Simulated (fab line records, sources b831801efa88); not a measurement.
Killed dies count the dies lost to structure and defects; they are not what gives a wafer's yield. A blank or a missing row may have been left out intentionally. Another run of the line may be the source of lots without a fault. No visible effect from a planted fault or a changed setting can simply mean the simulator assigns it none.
Problem report in the 8D (eight disciplines) form, filled by code	flow gf180mcu	the parts of the form that need people (team, actions taken, sign-off) are left out

## 1. THE PROBLEM
Mean of beam-energy-keV at GF_NWELL_IMPLANT_09: 177.48 across 6 wafers in 2 lots; on wafers with no fault it is 160.01 (standard deviation 0.049). That is +99 or more standard deviations from the usual mean.
First seen on wafer L495.2, day 5 15:15, on implanter-01. The record holds 42 wafers of 14 lots with a number at this step. The rule behind "out" and "out of limits": a value lying over 4 standard deviations away from the usual mean. The rest of the wafers with a number are treated as sound.

## 2. WHAT IT IS AND WHAT IT IS NOT
question	is	is not
which readings at this step	beam-energy-keV	-
which lots	L495, L496	L485, L486, L487, L492, L497, L498, L501, L502, L503, L504, L505, L508
which wafers of those lots	all that have a number	-
read on which tools	implanter-01	implanter-03, implanter-04
when	from day 5 15:15	up to then (12 sound wafers); but 24 sound wafers of L497, L498, L501, L502, L503, L504, L505, L508 came after

## 3. WHAT RULES OUT EACH SUSPECT
Counting: a tool at a process step up to the reading stays a suspect if it ran every lot that is out and no sound lot after the first of them.
- implanter-01 at GF_NWELL_IMPLANT_09: ruled out as a lasting fault. Following L495 (day 5 15:15), the first lot on it that is out, the sound lots L508 were run on it.
Left after counting: nothing in the record.

## 4. THE CAUSE (what the simulator had put in)
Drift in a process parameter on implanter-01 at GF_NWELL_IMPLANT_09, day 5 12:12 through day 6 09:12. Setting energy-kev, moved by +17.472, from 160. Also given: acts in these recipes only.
Counting ruled it out, wrongly.

## 5. SEQUENCE OF EFFECTS, ordered by route
Each row: a reading where the mean over the struck wafers with a number is more than 3 standard deviations away from the usual. Only readings whose record carries a usual standard deviation are examined. hours: median over the lots of the time between each lot's start at the first step of this table that gives one and its start at this step. sigmas: the change, counted in usual standard deviations.
hours	step	reading	usual	on struck wafers	change	sigmas
0	GF_NWELL_IMPLANT_09	beam-energy-keV	160.01	177.48	+17.47	+99 or more
Its process steps:
- GF_NWELL_IMPLANT_09
Later measuring or inspecting steps at which every struck wafer that the step has a row for has a number for every such reading, and none has moved that far: GF_MVSD_TW_MEAS_11.

## 6. HOW IT WOULD HAVE BEEN CAUGHT EARLIER
In this record no reading fell out of limits until day 5 15:15, 3 hours after the fault had begun at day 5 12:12.
